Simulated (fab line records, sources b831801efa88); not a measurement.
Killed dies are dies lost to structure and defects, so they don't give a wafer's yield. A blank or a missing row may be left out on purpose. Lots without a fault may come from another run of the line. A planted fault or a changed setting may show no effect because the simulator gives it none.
Which tool did it? | flow sky130 | 11 lots, 33 wafers sampled, at 6 steps of a route of 708

WHAT THE GAUGES READ, wafer by wafer
SKY_NWELL_RS_MEAS_29: measures by four-point-probe. Usual: NWELL_RS 624.2 ohm/sq, standard deviation 1.7.
lot  | measured     | on            | NWELL_RS (ohm/sq) | flag
L171 | day 5 06:04  | film_metro-04 | 623.1 623.4 622.0 |
L173 | day 5 16:23  | film_metro-02 | 624.6 624.1 622.0 |
L174 | day 6 10:11  | film_metro-02 | 624.5 622.0 624.4 |
L176 | day 6 17:25  | film_metro-01 | 625.6 625.4 623.8 |
L175 | day 6 19:07  | film_metro-04 | 626.1 623.9 626.4 |
L177 | day 6 22:43  | film_metro-02 | 621.9 620.6 620.0 |
L185 | day 8 17:24  | film_metro-04 | 627.9 624.3 624.3 |
L189 | day 9 23:11  | film_metro-04 | 625.7 624.9 624.8 |
L188 | day 10 01:13 | film_metro-02 | 622.0 621.4 620.9 |
L190 | day 10 07:22 | film_metro-02 | 623.5 623.2 624.5 |
L193 | day 10 18:46 | film_metro-02 | 624.9 625.7 625.5 |

SKY_VT_ADJUST_HVTP_CD_MEAS_07: target cd 380 nm. Usual: cd_nm 378.4 nm, standard deviation 2.6.
lot  | measured     | on        | cd_nm (nm)        | flag
L171 | day 5 23:52  | cd_sem-02 | 377.5 380.0 381.7 |
L173 | day 6 11:25  | cd_sem-01 | 379.0 378.7 379.4 |
L174 | day 7 04:35  | cd_sem-01 | - - -             | OFF
L176 | day 7 12:16  | cd_sem-01 | 382.5 381.5 379.4 |
L175 | day 7 14:26  | cd_sem-01 | 381.1 380.9 380.3 |
L177 | day 7 17:01  | cd_sem-01 | 377.1 377.0 378.9 |
L185 | day 9 15:26  | cd_sem-01 | 379.5 382.4 379.8 |
L189 | day 10 21:50 | cd_sem-01 | 378.5 375.9 378.2 |
L188 | day 10 22:52 | cd_sem-01 | 381.7 380.7 378.3 |
L190 | day 11 04:44 | cd_sem-02 | 382.9 377.8 382.0 |
L193 | day 11 16:55 | cd_sem-02 | 374.3 374.3 372.4 |

SKY_VT_ADJUST_HVTP_TW_MEAS_11. Usual: VT_ADJUST_HVTP_TW 1352, standard deviation 11.
lot  | measured     | on            | VT_ADJUST_HVTP_TW | flag
L171 | day 6 00:16  | film_metro-01 | 1356 1353 1358    |
L173 | day 6 11:47  | film_metro-02 | 1358 1352 1355    |
L174 | day 7 04:59  | film_metro-01 | 30 30 30 30 30 30 | OFF
L176 | day 7 12:40  | film_metro-03 | 1333 1335 1338    |
L175 | day 7 14:50  | film_metro-02 | 1346 1350 1348    |
L177 | day 7 17:24  | film_metro-02 | 1343 1353 1342    |
L185 | day 9 15:50  | film_metro-03 | 1346 1338 1347    |
L189 | day 10 22:13 | film_metro-03 | 1340 1351 1353    |
L188 | day 10 23:16 | film_metro-01 | 1361 1374 1369    |
L190 | day 11 05:08 | film_metro-02 | 1362 1359 1359    |
L193 | day 11 17:19 | film_metro-02 | 1363 1356 1356    |

WHICH TOOL RAN EACH LOT (tool, then ch and the chambers of the sampled wafers, then the start)
lot  | SKY_DNWELL_STRIP_08                 | SKY_NWELL_RTA_28                 | SKY_VT_ADJUST_HVTP_EXPOSE_04
L171 | plasma_asher-02 ch 0,1, day 3 03:44 | rtp_anneal-02 ch 0, day 5 05:58  | iline_stepper-01 ch 0, day 5 14:50
L173 | plasma_asher-04 ch 0,1, day 3 13:34 | rtp_anneal-01 ch 0, day 5 16:16  | iline_stepper-01 ch 0, day 6 02:21
L174 | plasma_asher-02 ch 0,1, day 4 03:58 | rtp_anneal-02 ch 0, day 6 10:05  | iline_stepper-01 ch 0, day 6 19:17
L176 | plasma_asher-03 ch 0,1, day 4 11:14 | rtp_anneal-01 ch 0, day 6 17:19  | iline_stepper-01 ch 0, day 7 02:56
L175 | plasma_asher-04 ch 0,1, day 4 11:35 | rtp_anneal-02 ch 0, day 6 19:01  | iline_stepper-01 ch 0, day 7 05:01
L177 | plasma_asher-04 ch 0,1, day 4 15:25 | rtp_anneal-01 ch 0, day 6 22:36  | iline_stepper-02 ch 0, day 7 08:08
L185 | plasma_asher-04 ch 1, day 6 06:50   | rtp_anneal-02 ch 0, day 8 17:18  | iline_stepper-02 ch 0, day 9 04:31
L189 | plasma_asher-03 ch 0,1, day 7 09:35 | rtp_anneal-01 ch 0, day 9 23:05  | iline_stepper-01 ch 0, day 10 11:08
L188 | plasma_asher-02 ch 0,1, day 7 09:55 | rtp_anneal-01 ch 0, day 10 01:06 | iline_stepper-01 ch 0, day 10 12:16
L190 | plasma_asher-03 ch 0, day 7 14:52   | rtp_anneal-02 ch 0, day 10 07:16 | iline_stepper-02 ch 0, day 10 17:55
L193 | plasma_asher-02 ch 0,1, day 8 00:22 | rtp_anneal-02 ch 0, day 10 18:40 | iline_stepper-01 ch 0, day 11 06:20
- SKY_DNWELL_STRIP_08: strips in O2/N2.
- SKY_NWELL_RTA_28: time 30 s.
- SKY_VT_ADJUST_HVTP_EXPOSE_04: exposes mask HVTPM, target cd 380 nm.

WHAT THE TOOLS THEMSELVES READ (means of the sampled wafers that have a number; where no wafer has one, the mark that the record gives instead)
SKY_DNWELL_STRIP_08. Usual: chamber_pressure_mTorr 1500.1 mTorr, standard deviation 1.5; drypump_motor_current_A 5.9 A, standard deviation 0.56; oes_product_au 0.723 a.u., standard deviation 0.0045; strip_time_to_endpoint_s 37.00 s, standard deviation 0.1.
lot  | tool            | chamber_pressure_mTorr (mTorr) | drypump_motor_current_A (A) | oes_product_au (a.u.) | strip_time_to_endpoint_s (s) | flag
L171 | plasma_asher-02 | 1499.6                         | 5.2                         | 0.724                 | 37.06                        |
L173 | plasma_asher-04 | 1499.0                         | 6.5                         | 0.721                 | 37.01                        |
L174 | plasma_asher-02 | 1500.0                         | 5.4                         | 0.724                 | 36.98                        |
L176 | plasma_asher-03 | 1500.5                         | 6.1                         | 0.725                 | 37.08                        |
L175 | plasma_asher-04 | 1499.8                         | 6.5                         | 0.721                 | 37.01                        |
L177 | plasma_asher-04 | 1500.1                         | 6.5                         | 0.724                 | 36.97                        |
L185 | plasma_asher-04 | 1499.6                         | 6.6                         | 0.722                 | 37.16                        |
L189 | plasma_asher-03 | 1499.6                         | 6.1                         | 0.723                 | 37.01                        |
L188 | plasma_asher-02 | 1500.4                         | 5.4                         | 0.726                 | 37.14                        |
L190 | plasma_asher-03 | 1500.1                         | 6.1                         | 0.726                 | 37.01                        |
L193 | plasma_asher-02 | 1499.9                         | 5.4                         | 0.723                 | 36.99                        |

SKY_NWELL_RTA_28. Usual: lamp_power_pct 25.31 %, standard deviation 0.059; wafer_temp_C_max 1054.8, standard deviation 0.96.
lot  | tool          | lamp_power_pct (%) | wafer_temp_C_max | flag
L171 | rtp_anneal-02 | 25.34              | 1055.4           |
L173 | rtp_anneal-01 | 25.35              | 1054.8           |
L174 | rtp_anneal-02 | 25.30              | 1054.8           |
L176 | rtp_anneal-01 | 25.27              | 1054.7           |
L175 | rtp_anneal-02 | 25.31              | 1055.0           |
L177 | rtp_anneal-01 | 25.32              | 1054.1           |
L185 | rtp_anneal-02 | 25.36              | 1054.4           |
L189 | rtp_anneal-01 | 25.33              | 1055.4           |
L188 | rtp_anneal-01 | 25.26              | 1054.5           |
L190 | rtp_anneal-02 | 25.36              | 1054.3           |
L193 | rtp_anneal-02 | 25.25              | 1055.7           |

THE ANSWER, worked out from the rows above alone
Rule: a lot is off if the mean of its wafers that have a number lies more than 3 standard deviations from the usual mean. A lot without any number at a reading at which 4 lots or more have one is off too. The other lots that the step has rows for count as sound. The gauges are gone through in route order, then the tools' own readings, and for those a lot's mean is taken as printed above. The first step at which some lot is off is used, and at that step the reading that is off furthest; a lot without a number counts as furthest.
Off: L174, at SKY_VT_ADJUST_HVTP_CD_MEAS_07 (cd_nm). Without a number there: L174.
A tool fits if, at a process step before that reading, it ran every lot that is off, and no sound lot after the first of them. The gauges at SKY_VT_ADJUST_HVTP_CD_MEAS_07 aren't tried: what is off there is off at SKY_VT_ADJUST_HVTP_TW_MEAS_11 too, on other tools, and a gauge's error can't cause that. None of those tried fits.

WHAT THE SIMULATOR HAD PUT IN
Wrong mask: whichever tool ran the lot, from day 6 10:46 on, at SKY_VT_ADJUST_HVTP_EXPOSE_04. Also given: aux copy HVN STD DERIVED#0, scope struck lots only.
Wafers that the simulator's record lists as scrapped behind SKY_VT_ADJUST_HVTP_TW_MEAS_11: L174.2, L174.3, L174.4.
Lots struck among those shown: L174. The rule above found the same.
